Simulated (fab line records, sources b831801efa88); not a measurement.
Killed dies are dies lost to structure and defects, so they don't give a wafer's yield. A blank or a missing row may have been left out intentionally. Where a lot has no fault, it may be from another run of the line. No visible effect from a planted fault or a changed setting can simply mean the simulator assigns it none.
Which tool did it?	flow gf180mcu	27 wafers from 9 lots sampled at 4 of the route's 602 steps

## WHAT EACH GAUGE READ, for each wafer
GF_MIM_RS_MEAS_10: uses a four-point probe to measure. Usual: MIM_ALCU_RS 0.1596 ohm/sq, standard deviation 0.0017.
lot	measured	on	MIM_ALCU_RS (ohm/sq)	flag
L275	day 24 10:37	film-metro-04	0.1630 0.1621 0.1602	
L283	day 27 13:26	film-metro-04	0.1592 0.1584 0.1577	
L284	day 27 16:28	film-metro-04	0.1589 0.1606 0.1613	
L286	day 28 07:23	film-metro-02	0.1597 0.1572 0.1606	
L291	day 29 23:38	film-metro-04	0.1504 0.1493 0.1503	OFF
L292	day 30 07:19	film-metro-04	0.1573 0.1573 0.1584	
L293	day 30 17:41	film-metro-02	0.1501 0.1501 0.1485	OFF
L294	day 30 22:02	film-metro-01	0.1602 0.1603 0.1613	
L298	day 31 20:11	film-metro-02	0.1604 0.1613 0.1576	

GF_MIM_THK_MEAS_11: measures by xrf. Usual: MIM_ALCU_THK 202.2 nm, standard deviation 2.3.
lot	measured	on	MIM_ALCU_THK (nm)	flag
L275	day 24 10:43	film-metro-04	196.8 197.3 199.9	
L283	day 27 13:33	film-metro-04	200.4 203.4 203.0	
L284	day 27 16:34	film-metro-04	200.6 199.3 198.3	
L286	day 28 07:30	film-metro-02	202.8 206.9 201.6	
L291	day 29 23:45	film-metro-04	213.0 214.3 212.5	OFF
L292	day 30 07:25	film-metro-04	203.2 203.4 201.6	
L293	day 30 17:47	film-metro-02	216.2 215.5 217.3	OFF
L294	day 30 22:08	film-metro-01	202.1 200.7 200.6	
L298	day 31 20:19	film-metro-02	202.5 201.6 204.8	

## WHICH TOOL RAN EACH LOT (tool, then ch and the chambers of the sampled wafers, then the start)
lot	GF_V2_STRIP_18	GF_MIM_SPUTTER_08
L275	plasma-asher-04 ch 0,1, day 20 05:31	pvd-sputter-02, day 24 10:32
L283	plasma-asher-04 ch 0,1, day 23 14:18	pvd-sputter-04, day 27 13:22
L284	plasma-asher-04 ch 0,1, day 23 20:32	pvd-sputter-02, day 27 16:22
L286	plasma-asher-03 ch 0,1, day 24 11:29	pvd-sputter-04, day 28 07:19
L291	plasma-asher-02 ch 0,1, day 26 06:09	pvd-sputter-02, day 29 23:31
L292	plasma-asher-04 ch 0,1, day 26 15:47	pvd-sputter-04, day 30 07:14
L293	plasma-asher-03 ch 0,1, day 27 03:13	pvd-sputter-02, day 30 17:36
L294	plasma-asher-04 ch 0,1, day 27 08:59	pvd-sputter-01, day 30 21:56
L298	plasma-asher-04 ch 0,1, day 28 09:36	pvd-sputter-01, day 31 20:08
- GF_V2_STRIP_18: strips in O2/N2.
- GF_MIM_SPUTTER_08: material AlCu, target thk 200 nm, time 10.6 s.

## AS READ BY THE TOOLS THEMSELVES (means over the sampled wafers that have a number; for cases with no such wafer, the mark the record gives instead)
GF_V2_STRIP_18. Usual: drypump-motor-current-A 5.8 A, standard deviation 0.45; heater-power-w 334 W, standard deviation 28; oes-product-au 0.593 a.u., standard deviation 0.0053; platen-temp-c 249.99 C, standard deviation 0.17.
lot	tool	drypump-motor-current-A (A)	heater-power-w (W)	oes-product-au (a.u.)	platen-temp-c (C)	flag
L275	plasma-asher-04	6.2	359	0.586	250.00	
L283	plasma-asher-04	6.2	356	0.587	249.84	
L284	plasma-asher-04	6.2	355	0.595	250.10	
L286	plasma-asher-03	5.3	323	0.594	249.89	
L291	plasma-asher-02	5.9	303	0.589	249.96	
L292	plasma-asher-04	6.2	367	0.594	250.01	
L293	plasma-asher-03	5.3	336	0.598	249.88	
L294	plasma-asher-04	6.2	359	0.593	250.02	
L298	plasma-asher-04	6.2	360	0.594	250.13	

GF_MIM_SPUTTER_08. Usual: cathode-dc-power-W 10600 W, standard deviation 2; chamber-pressure-pa 0.4000 Pa, standard deviation 0.00079; throttle-valve-pct 30.1 %, standard deviation 0.75.
lot	tool	cathode-dc-power-W (W)	chamber-pressure-pa (Pa)	throttle-valve-pct (%)	flag
L275	pvd-sputter-02	10601	0.4000	29.8	
L283	pvd-sputter-04	10597	0.3992	29.8	
L284	pvd-sputter-02	10599	0.4009	29.9	
L286	pvd-sputter-04	10600	0.4000	30.8	
L291	pvd-sputter-02	11333	0.4001	30.1	OFF
L292	pvd-sputter-04	10600	0.3999	30.0	
L293	pvd-sputter-02	11332	0.3997	30.4	OFF
L294	pvd-sputter-01	10600	0.3994	29.8	
L298	pvd-sputter-01	10602	0.4003	29.6	

## THE ANSWER, worked out from the rows above alone
Rule: a lot is off if the mean of its wafers that have a number lies more than 3 standard deviations from the usual mean. A lot without any number at a reading at which 4 lots or more have one is off too. Where the step has rows for the other lots, those lots are counted as sound. Order of review: gauges by route order, followed by the tools' own readings, for which a lot's mean as printed above is used. At the first step where some lot is off, the reading lying furthest off is the one used; lots without a number count as furthest.
Off: L291, L293, seen at GF_MIM_RS_MEAS_10 (MIM_ALCU_RS).
If a tool, at a process step before that reading, ran all the lots that are off and no sound lot after the first of them, it fits. The gauges at GF_MIM_RS_MEAS_10 aren't tried: what is off there is off at GF_MIM_SPUTTER_08 too, on other tools, and a gauge's error can't cause that. One candidate fits, namely pvd-sputter-02 at GF_MIM_SPUTTER_08. Its last sound lot is L284 (day 27 16:22), its first lot that is off L291 (day 29 23:31): a fault that began between those two fits.
On the lots that are off, the tool's own readings at GF_MIM_SPUTTER_08 differ by more than 5 times the standard deviation of the sound lots' means, which bears it out; cathode-dc-power-W reads 11332 W there versus 10600 W on the sound lots.

## WHAT HAD BEEN PUT IN BY THE SIMULATOR
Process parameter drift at GF_MIM_SPUTTER_08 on pvd-sputter-02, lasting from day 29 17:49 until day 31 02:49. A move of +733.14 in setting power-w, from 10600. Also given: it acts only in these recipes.
Struck lots among those shown: L291, L293. The rule given above showed the same thing.
